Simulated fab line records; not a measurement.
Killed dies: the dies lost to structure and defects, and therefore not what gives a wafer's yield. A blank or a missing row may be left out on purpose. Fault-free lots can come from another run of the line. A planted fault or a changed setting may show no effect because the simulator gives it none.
The tool behind it: which one? :: flow gf180mcu :: 11 lots, 33 wafers sampled, at 4 steps of a route of 602

== WHAT THE GAUGES SHOWED, per wafer ==
GF_V2_CD_MEAS_14: target cd 260 nm.
lot: L818
measured: day 20 12:28
on: cd-sem-02
cd-nm (nm): 259.1 259.7 261.2

lot: L819
measured: day 20 22:36
on: cd-sem-02
cd-nm (nm): 261.1 259.8 260.2

lot: L820
measured: day 21 11:42
on: cd-sem-01
cd-nm (nm): 261.1 260.2 259.4

lot: L821
measured: day 21 15:58
on: cd-sem-01
cd-nm (nm): 257.5 258.0 257.0

lot: L825
measured: day 23 07:30
on: cd-sem-02
cd-nm (nm): 252.2 252.5 252.7

lot: L826
measured: day 23 09:15
on: cd-sem-02
cd-nm (nm): 250.3 251.4 251.2

lot: L831
measured: day 24 22:58
on: cd-sem-02
cd-nm (nm): 259.0 259.1 259.3

lot: L833
measured: day 25 14:08
on: cd-sem-02
cd-nm (nm): 261.3 261.2 261.1

lot: L836
measured: day 26 18:03
on: cd-sem-02
cd-nm (nm): 260.8 260.5 261.2

lot: L840
measured: day 27 19:34
on: cd-sem-01
cd-nm (nm): 260.2 260.9 260.5

lot: L841
measured: day 28 00:02
on: cd-sem-02
cd-nm (nm): 261.8 261.7 261.1

== TOOL THAT RAN EACH LOT (tool first, then ch and the chambers of the sampled wafers, then the start) ==
lot: L818
GF_V1_SPUTTER_22: pvd-sputter-04, day 18 09:28
GF_V2_CMP_04: cmp-01 ch 1,2,3, day 19 11:20
GF_V2_EXPOSE_11: krf-scanner-02 ch 0, day 20 00:19

lot: L819
GF_V1_SPUTTER_22: pvd-sputter-04, day 18 19:36
GF_V2_CMP_04: cmp-02 ch 0,2,3, day 19 22:14
GF_V2_EXPOSE_11: krf-scanner-01 ch 0, day 20 10:46

lot: L820
GF_V1_SPUTTER_22: pvd-sputter-01, day 19 09:29
GF_V2_CMP_04: cmp-01 ch 1,2,3, day 20 11:43
GF_V2_EXPOSE_11: krf-scanner-02 ch 0, day 21 00:14

lot: L821
GF_V1_SPUTTER_22: pvd-sputter-04, day 19 13:32
GF_V2_CMP_04: cmp-02 ch 0,3, day 20 15:50
GF_V2_EXPOSE_11: krf-scanner-02 ch 0, day 21 04:21

lot: L825
GF_V1_SPUTTER_22: pvd-sputter-02, day 21 06:26
GF_V2_CMP_04: cmp-01 ch 0,3, day 22 08:10
GF_V2_EXPOSE_11: krf-scanner-02 ch 0, day 22 20:08

lot: L826
GF_V1_SPUTTER_22: pvd-sputter-02, day 21 08:44
GF_V2_CMP_04: cmp-01 ch 0,1,2, day 22 10:36
GF_V2_EXPOSE_11: krf-scanner-02 ch 0, day 22 22:24

lot: L831
GF_V1_SPUTTER_22: pvd-sputter-04, day 23 00:14
GF_V2_CMP_04: cmp-01 ch 0,1, day 24 00:21
GF_V2_EXPOSE_11: krf-scanner-01 ch 0, day 24 11:52

lot: L833
GF_V1_SPUTTER_22: pvd-sputter-02, day 23 16:20
GF_V2_CMP_04: cmp-02 ch 1,3, day 24 16:19
GF_V2_EXPOSE_11: krf-scanner-01 ch 0, day 25 04:22

lot: L836
GF_V1_SPUTTER_22: pvd-sputter-02, day 24 21:17
GF_V2_CMP_04: cmp-02 ch 1,2, day 25 20:22
GF_V2_EXPOSE_11: krf-scanner-01 ch 0, day 26 07:46

lot: L840
GF_V1_SPUTTER_22: pvd-sputter-01, day 26 00:02
GF_V2_CMP_04: cmp-01 ch 0,1,3, day 26 22:41
GF_V2_EXPOSE_11: krf-scanner-01 ch 0, day 27 09:30

lot: L841
GF_V1_SPUTTER_22: pvd-sputter-02, day 26 04:21
GF_V2_CMP_04: cmp-01 ch 2,3, day 27 03:05
GF_V2_EXPOSE_11: krf-scanner-01 ch 0, day 27 13:44
- GF_V1_SPUTTER_22: material TiN, target thk 10 nm, time 40 s.
- GF_V2_CMP_04: polishes SiO2.
- GF_V2_EXPOSE_11: exposes mask Via2, target cd 260 nm.

== THE ANSWER, worked out from the rows above alone ==
Rule: usual is defined by the lots themselves. Put in order of their means at a reading, lots are off if they are a third of the lots or fewer, leave a main group of 4 or more, and stand apart from it by a gap of 3 or more times the standard deviation of the main group's means; of several such gaps the widest counts. Not used: any main group whose means are identical at the precision the tables above print for the reading. A lot without any number at a reading at which 4 lots or more have one is off too. Any other lot the step has rows for is counted as sound.
Off: L825, L826 (GF_V2_CD_MEAS_14, cd-nm). The main group: mean 260.1 nm, standard deviation 1.1.
If a tool, at a process step before that reading, ran all the lots that are off and no sound lot after the first of them, it fits. The gauges at GF_V2_CD_MEAS_14 are tried like those tools. One fits: krf-scanner-02 at GF_V2_EXPOSE_11. Its last sound lot is L821 (day 21 04:21), its first lot that is off L825 (day 22 20:08): a fault that began between those two fits.

== WHAT WAS PUT IN BY THE SIMULATOR ==
Process parameter drift: krf-scanner-02, from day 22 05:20 on, at GF_V2_EXPOSE_11. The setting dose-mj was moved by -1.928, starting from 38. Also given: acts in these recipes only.
Lots struck among those shown: L825, L826. The rule given above showed the same thing.
